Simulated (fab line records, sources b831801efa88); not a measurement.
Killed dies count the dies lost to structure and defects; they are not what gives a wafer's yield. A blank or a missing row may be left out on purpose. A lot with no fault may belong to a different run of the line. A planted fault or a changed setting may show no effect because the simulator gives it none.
Which of the tools did it?	flow sky130	13 lots, 38 wafers sampled, at 5 steps of a route of 708

WHAT EACH GAUGE READ, for each wafer
SKY_LDD_P_CD_MEAS_07 targets a cd of 380 nm. Usual: 380.2 nm for cd nm, sd 2.4.
lot	measured	on	cd nm (nm)	flag
L601	day 18 18:46	cd sem-02	383.3 379.9 380.9	
L602	day 18 21:19	cd sem-02	380.7 377.4 381.4	
L603	day 19 18:20	cd sem-02	384.0 379.5 382.7	
L604	day 19 18:31	cd sem-01	384.5 382.3 382.5	
L605	day 20 03:54	cd sem-02	381.5 380.8 380.5	
L609	day 22 17:50	cd sem-02	375.1 376.6	
L615	day 24 15:46	cd sem-02	379.6 379.4 381.2	
L616	day 24 20:07	cd sem-01	379.8 380.7 379.9	
L620	day 26 11:55	cd sem-01	380.2 381.1 382.9	
L621	day 26 17:36	cd sem-02	378.0 376.3 377.6	
L622	day 26 19:46	cd sem-01	375.4 377.5 376.3	
L623	day 27 00:09	cd sem-02	382.8 380.8 378.6	
L624	day 27 02:19	cd sem-02	382.4 381.1 380.5	

SKY_LDD_P_TW_MEAS_11. Usual: LDD_P_TW gives 641 (standard deviation 4.4).
lot	measured	on	LDD_P_TW	flag
L601	day 18 19:10	film metro-01	643 641 644	
L602	day 18 21:43	film metro-02	638 633 641	
L603	day 19 18:44	film metro-02	632 633 635	
L604	day 19 18:55	film metro-01	643 642 641	
L605	day 20 04:18	film metro-03	646 645 652	
L609	day 22 18:14	film metro-02	641 641	
L615	day 24 16:08	film metro-02	636 640 634	
L616	day 24 20:32	film metro-01	640 638 636	
L620	day 26 12:20	film metro-03	642 641 641	
L621	day 26 18:00	film metro-03	644 644 641	
L622	day 26 20:11	film metro-01	642 643 636	
L623	day 27 00:34	film metro-02	639 637 635	
L624	day 27 02:44	film metro-01	644 638 639	

SKY_SD_P_CD_MEAS_07 targets a cd of 380 nm. Usual: 379.7 nm for cd nm, sd 2.4.
lot	measured	on	cd nm (nm)	flag
L601	day 25 05:25	cd sem-01	381.4 379.6 379.5	
L602	day 25 07:25	cd sem-01	379.9 381.3 381.0	
L603	day 26 01:38	cd sem-02	380.3 378.8 379.8	
L604	day 26 04:07	cd sem-01	376.7 377.6 378.7	
L605	day 26 13:01	cd sem-01	380.3 378.8 381.4	
L609	day 28 22:08	cd sem-01	381.0 388.0	
L615	day 30 18:28	cd sem-02	383.0 380.9 381.2	
L616	day 30 23:28	cd sem-02	378.8 376.1 378.3	
L620	day 32 12:25	cd sem-02	381.7 382.2 382.6	
L621	day 32 18:40	cd sem-01	383.2 382.2 383.7	
L622	day 32 19:39	cd sem-02	382.0 385.4 381.7	
L623	day 32 22:55	cd sem-02	382.3 381.0 380.1	
L624	day 33 01:46	cd sem-02	381.1 379.2 380.7	

SKY_SD_P_TW_MEAS_11. Usual: SD_P_TW gives 2844 (standard deviation 16).
lot	measured	on	SD_P_TW	flag
L601	day 25 05:49	film metro-02	2823 2832 2815	
L602	day 25 07:49	film metro-02	2807 2831 2834	
L603	day 26 02:01	film metro-03	2850 2853 2870	
L604	day 26 04:31	film metro-04	2844 2835 2845	
L605	day 26 13:26	film metro-04	2848 2835 2832	
L609	day 28 22:31	film metro-04	2850 2843	
L615	day 30 18:50	film metro-04	2834 2842 2837	
L616	day 30 23:53	film metro-03	2860 2848 2854	
L620	day 32 12:50	film metro-03	2840 2856 2852	
L621	day 32 19:05	film metro-03	2844 2843 2854	
L622	day 32 20:03	film metro-02	2837 2834 2835	
L623	day 32 23:19	film metro-04	2827 2836 2847	
L624	day 33 02:11	film metro-03	2876 2870 2879	

WHICH TOOL RAN EACH LOT (tool, then ch and the chambers of the sampled wafers, then the start)
lot	SKY_SD_P_DEVELOP_06
L601	litho track-01 ch 0, day 25 05:16
L602	litho track-01 ch 0, day 25 07:16
L603	litho track-01 ch 0, day 26 01:29
L604	litho track-01 ch 0, day 26 03:58
L605	litho track-02 ch 0, day 26 12:52
L609	litho track-01 ch 0, day 28 21:59
L615	litho track-03 ch 0, day 30 18:19
L616	litho track-02 ch 0, day 30 23:19
L620	litho track-02 ch 0, day 32 12:16
L621	litho track-02 ch 0, day 32 18:31
L622	litho track-03 ch 0, day 32 19:30
L623	litho track-01 ch 0, day 32 22:46
L624	litho track-03 ch 0, day 33 01:33
- SKY_SD_P_DEVELOP_06: develop time 60 s.

WHAT THE TOOLS THEMSELVES READ (means of the sampled wafers that have a number; where no wafer has one, the mark that the record gives instead)
SKY_SD_P_DEVELOP_06. Usual: developer temp C 23.00 C, standard deviation 0.1; exhaust pa 45.1 Pa, standard deviation 0.98.
lot	tool	developer temp C (C)	exhaust pa (Pa)	flag
L601	litho track-01	22.83	45.5	
L602	litho track-01	23.10	45.6	
L603	litho track-01	22.97	45.5	
L604	litho track-01	22.95	45.4	
L605	litho track-02	23.00	45.4	
L609	litho track-01	23.04	44.6	
L615	litho track-03	23.04	44.4	
L616	litho track-02	23.04	45.1	
L620	litho track-02	23.07	45.3	
L621	litho track-02	23.13	44.9	
L622	litho track-03	23.00	44.4	
L623	litho track-01	22.99	46.1	
L624	litho track-03	22.89	46.2	

THE ANSWER, worked out from the rows above alone
Rule: take the mean of a lot's wafers that have a number; if it is more than 3 standard deviations from the usual mean, the lot is off. Also off: a lot with no number at a reading for which 4 or more lots have one. Where the step has rows for the other lots, those lots are counted as sound. First the gauges in route order, then the tools' own readings, where a lot's mean is used as printed above. At the first step where some lot is off, the reading lying furthest off is the one used; lots without a number count as furthest.
Across all readings shown, no lot is off: no conclusion can be drawn from this.

WHAT HAD BEEN PUT IN BY THE SIMULATOR
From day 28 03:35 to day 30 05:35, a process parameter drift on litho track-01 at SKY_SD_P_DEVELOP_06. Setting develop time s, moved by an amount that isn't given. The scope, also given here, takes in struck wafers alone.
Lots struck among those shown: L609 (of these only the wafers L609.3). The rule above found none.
